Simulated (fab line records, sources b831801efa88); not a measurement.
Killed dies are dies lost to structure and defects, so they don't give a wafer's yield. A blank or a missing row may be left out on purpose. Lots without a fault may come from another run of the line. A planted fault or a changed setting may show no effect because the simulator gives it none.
A struck lot beside a sound one | flow gf180mcu | 17 steps out of a route of 602
Sound: wafers L775.1, L775.2, L775.4. Struck: wafers L790.1, L790.3, L790.5. The cause comes at the end.
At each step with rows: each side's tool, then ch and its chambers, then its first start. Under that, the readings that differ: sound wafers | struck wafers | difference of the means | sigmas: that difference in standard deviations of wafers without a fault.
alike: readings whose means differ by less than 2 such deviations, and words and numbers that are the same on both sides. not compared: withheld readings, readings that some wafer has no value for, bounds like >300 that may hide the same value, and numbers for which the record gives no deviation and whose values overlap.
The two part at a step that has a row with sigmas, a row that says differs or no value, or rows on one side only. Numbers that don't overlap but have no deviation are shown without sigmas and don't part them. A reading that every wafer of one side lacks parts them only if that side has two wafers or more.

first, 3 steps without rows for these wafers: GF_DUAL_GATE_CLEAN_00 (cleans in SC1/SC2, time 150 s); GF_DUAL_GATE_CLEAN_01 (cleans in dHF, time 20 s); GF_DUAL_GATE_OXIDATION_02 (stabilise 600 s, purge 300 s, target thk 10.887 nm).
GF_DUAL_GATE_THK_MEAS_03:
  sound on film_metro-02, day 7 15:34; struck on film_metro-01, day 12 06:12
  reading                         | sound             | struck            | difference | sigmas
  DUAL_GATE_OXIDATION_00_THK (nm) | 10.47 10.50 10.52 | 10.85 11.18 11.09 | +0.54      | +3
then, 3 steps without rows for these wafers: GF_DUAL_GATE_DEHYDRATE_04 (time 60 s); GF_DUAL_GATE_HMDS_05 (prime time 60 s); GF_DUAL_GATE_COAT_06 (resist thk 1000 nm).
GF_DUAL_GATE_SOFTBAKE_07: time 62.44 s.
  sound on litho_track-01 ch 0, day 7 23:12; struck on litho_track-03 ch 0, day 12 15:53
  alike: chill_plate_temp_C, plate_sensor_t_centre_C, plate_sensor_t_edge_C
then, 3 steps without rows for these wafers: GF_DUAL_GATE_EXPOSE_08 (exposes mask Dualgate, target cd 700 nm); GF_DUAL_GATE_PEB_09; GF_DUAL_GATE_DEVELOP_10 (develop time 60 s).
GF_DUAL_GATE_OVL_MEAS_11:
  sound on overlay-02, day 8 07:41; struck on overlay-02, day 13 01:38
  alike: DUAL_GATE_OVL
GF_DUAL_GATE_WET_ETCH_12: etches SiO2 in dHF, target depth 13 nm, time 260 s.
  sound on wet_bench-03 ch 1, day 8 07:43; struck on wet_bench-02 ch 2, day 13 01:40
  no value came back on the struck wafers for bath_heat_duty_pct (%), run_length_s (s); on the sound wafers bath_heat_duty_pct (%) reads 6.3 7.0 5.7
  reading                              | sound             | struck            | difference | sigmas
  model.SiO2_of_STI_CVD_23.thk_nm (nm) | 363.8 362.8 363.5 | 378.9 378.4 378.1 | +15.1      |
GF_DUAL_GATE_STRIP_13: strips in O2/N2.
  sound on plasma_asher-02 ch 0,1, day 8 07:48; struck on plasma_asher-04 ch 0, day 13 01:45
  alike: drypump_motor_current_A, heater_power_w, oes_product_au, strip_time_to_endpoint_s
  not compared: rf_hours_counter_h
GF_DUAL_GATE_CLEAN_14: cleans in SC1/SC2, time 150 s.
  sound on wet_bench-02 ch 0, day 8 07:54; struck on wet_bench-03 ch 3, day 13 01:51
  reading                              | sound             | struck            | difference | sigmas
  model.SiO2_of_STI_CVD_23.thk_nm (nm) | 363.1 362.2 362.8 | 378.2 377.7 377.4 | +15.1      |
then, 1 step without rows for these wafers: GF_DUAL_GATE_OXIDATION_15 (stabilise 600 s, purge 300 s, target thk 7.098 nm).
-- the record jumps here: 21 days lie between the struck wafers' starts before and after (it left off in module DUAL_GATE and takes up again in module PASSIVATION, whose first step shown is number 602 of the route) --
GF_PASSIVATION_PROBE_99:
  the record has rows for the struck wafers here (prober-02, day 33 15:32) and none for the sound ones

WHERE THEY PART
First at GF_DUAL_GATE_THK_MEAS_03; last, within this record, at GF_PASSIVATION_PROBE_99.

WHY: what the simulator had put in
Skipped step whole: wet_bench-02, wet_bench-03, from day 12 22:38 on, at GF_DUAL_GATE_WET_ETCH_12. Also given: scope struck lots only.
